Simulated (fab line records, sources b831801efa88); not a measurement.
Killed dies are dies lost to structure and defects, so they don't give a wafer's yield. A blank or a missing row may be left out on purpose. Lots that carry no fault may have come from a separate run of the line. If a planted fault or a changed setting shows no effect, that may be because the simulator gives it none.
Chamber matching	flow gf180mcu	rie_diel-01 running GF_CONTACT_ETCH_16: 4 sister chambers
The step etches BARC in N2/H2. 4 wafers are shown with their chamber, then 9 later ones without.

== EACH WAFER AND ITS CHAMBER ==
wafer	chamber	drypump_motor_current_A (A)
L448.2	2	6.5
L452.1	1	4.9
L452.3	0	6.7
L452.4	3	5.7

== WAFERS MISSING THEIR CHAMBER ==
wafer	drypump_motor_current_A (A)
L453.1	5.7
L453.3	6.7
L453.6	5.6
L454.4	6.6
L454.5	6.7
L454.6	5.7
L456.1	5.7
L456.5	4.9
L456.6	6.6

== WHICH CHAMBER EACH WENT THROUGH ==
wafer	from the rows above	in truth
L453.1	3	3
L453.3	0	0
L453.6	3	3
L454.4	can't be placed: 2 or 0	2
L454.5	0	0
L454.6	3	3
L456.1	3	3
L456.5	1	1
L456.6	can't be placed: 2 or 0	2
Correctly placed: 7 of 9. Can't be placed from these rows: 2 (the true chamber is among the candidates in 2). 0 placed wrongly.
How it was worked out, from the rows above alone: a wafer's distance from a chamber is the root of the sum, over the readings, of the square of ((its reading less the chamber's mean) divided by the reading's scatter). The wafer belongs to the nearest chamber; if the next one is less than 2 further off, it can't be placed. A chamber's mean is the mean of its shown wafers. The scatter: with one shown wafer a chamber, the root of the mean of the squares of how far each hidden wafer lies from its nearest shown one.
